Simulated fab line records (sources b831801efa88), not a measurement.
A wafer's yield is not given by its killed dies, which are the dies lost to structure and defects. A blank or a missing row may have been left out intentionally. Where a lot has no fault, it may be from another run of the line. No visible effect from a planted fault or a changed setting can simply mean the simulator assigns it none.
Chamber matching / flow sky130 / 3 sister chambers for SKY_VIA1_ETCH_15 on rieDiel-03
The step etches SiO2 in C4F8/O2/Ar, stops on TiN, target depth 351 nm, time 54 s. 6 wafers are shown with their chamber, then 10 later ones without.

## WAFERS WITH THEIR CHAMBER
wafer=L923.2; chamber=3; oesProductAu (a.u.)=0.972
wafer=L933.1; chamber=3; oesProductAu (a.u.)=0.989
wafer=L933.3; chamber=1; oesProductAu (a.u.)=0.992
wafer=L933.4; chamber=2; oesProductAu (a.u.)=0.987
wafer=L934.1; chamber=1; oesProductAu (a.u.)=0.976
wafer=L934.2; chamber=2; oesProductAu (a.u.)=0.977

## WAFERS WITH NO CHAMBER GIVEN
wafer=L934.3; oesProductAu (a.u.)=0.985
wafer=L939.1; oesProductAu (a.u.)=0.985
wafer=L939.3; oesProductAu (a.u.)=0.990
wafer=L939.4; oesProductAu (a.u.)=0.980
wafer=L940.1; oesProductAu (a.u.)=0.988
wafer=L940.3; oesProductAu (a.u.)=0.980
wafer=L940.6; oesProductAu (a.u.)=0.982
wafer=L942.2; oesProductAu (a.u.)=0.982
wafer=L942.3; oesProductAu (a.u.)=0.980
wafer=L942.6; oesProductAu (a.u.)=0.982

## WHICH CHAMBER EACH ONE RAN IN
wafer=L934.3; from the rows above=can't be placed: 1 or 2 or 3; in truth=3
wafer=L939.1; from the rows above=can't be placed: 1 or 2 or 3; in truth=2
wafer=L939.3; from the rows above=can't be placed: 1 or 2 or 3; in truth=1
wafer=L939.4; from the rows above=can't be placed: 3 or 2 or 1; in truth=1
wafer=L940.1; from the rows above=can't be placed: 1 or 2 or 3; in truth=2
wafer=L940.3; from the rows above=can't be placed: 3 or 2 or 1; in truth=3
wafer=L940.6; from the rows above=can't be placed: 2 or 3 or 1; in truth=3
wafer=L942.2; from the rows above=can't be placed: 2 or 3 or 1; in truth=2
wafer=L942.3; from the rows above=can't be placed: 3 or 2 or 1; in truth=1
wafer=L942.6; from the rows above=can't be placed: 2 or 3 or 1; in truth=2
Correctly placed: 0 of 10. Can't be placed from these rows: 10 (the true chamber is among the candidates in 10). 0 placed wrongly.
How it was worked out, from the rows above alone: a wafer's distance from a chamber is the root of the sum, over the readings, of the square of ((its reading less the chamber's mean) divided by the reading's scatter). The wafer belongs to the nearest chamber; if the next one is less than 2 further off, it can't be placed. Each chamber's mean is taken over the wafers shown for it. The scatter is the square root of a quotient: the sum, over the shown wafers, of each reading's squared deviation from its chamber's mean, divided by wafers minus chambers.
